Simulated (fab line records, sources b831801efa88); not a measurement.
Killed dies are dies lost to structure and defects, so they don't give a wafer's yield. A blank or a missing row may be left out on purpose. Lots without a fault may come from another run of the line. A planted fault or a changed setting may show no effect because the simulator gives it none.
One fault seen from 2 desks | flow gf180mcu | each desk has only its own numbers; what lay behind them comes last

THE TOOL OWNER'S DESK: pecvd-01
The tool's own readings at GF_V1_CVD_02 (deposits SiO2 from TEOS, target thk 850 nm, time 94.851 s): means of the sampled wafers that have a number, for each lot that ran on this tool. A lot is out of limits, marked OUT, if its mean lies more than 4 standard deviations from the usual mean; the brackets give that distance.
Columns: A = heater_power_w at GF_V1_CVD_02, usual 629 W
lot  | first seen here | A
L502 | day 18 15:16    | 603
L504 | day 19 08:43    | 609
L506 | day 20 05:06    | 567
L507 | day 20 19:34    | 597
L509 | day 21 10:50    | 596
L510 | day 21 19:46    | 581
L516 | day 23 18:03    | 555
L518 | day 24 06:25    | 543
This desk's finding: nothing out of limits on any of the 8 lots.

THE METROLOGY DESK
What the gauges read, lot by lot, whatever tool the lot ran on: means of the sampled wafers that have a number. A lot is out of limits, marked OUT, if its mean lies more than 4 standard deviations from the usual mean; the brackets give that distance.
Columns: A = cd_nm at GF_TOP_METAL_CD_MEAS_14, usual 438.8 nm
lot  | first seen here | A
L499 | day 28 10:49    | 440.1
L501 | day 29 04:49    | 438.0
L502 | day 29 08:56    | 438.8
L503 | day 29 16:37    | 437.2
L504 | day 29 21:01    | 442.4
L506 | day 30 13:41    | 439.0
L507 | day 31 02:16    | 439.8
L509 | day 31 13:28    | 434.0
L510 | day 31 19:05    | 442.3
L511 | day 32 00:49    | 439.6
L516 | day 33 04:13    | 436.0
L518 | day 33 13:22    | 436.2
L520 | day 34 01:43    | 436.7
This desk's finding: nothing out of limits on any of the 13 lots.

PUT TOGETHER
The tool owner's desk saw nothing out of limits.
The metrology desk saw nothing out of limits.

WHAT THE SIMULATOR HAD PUT IN
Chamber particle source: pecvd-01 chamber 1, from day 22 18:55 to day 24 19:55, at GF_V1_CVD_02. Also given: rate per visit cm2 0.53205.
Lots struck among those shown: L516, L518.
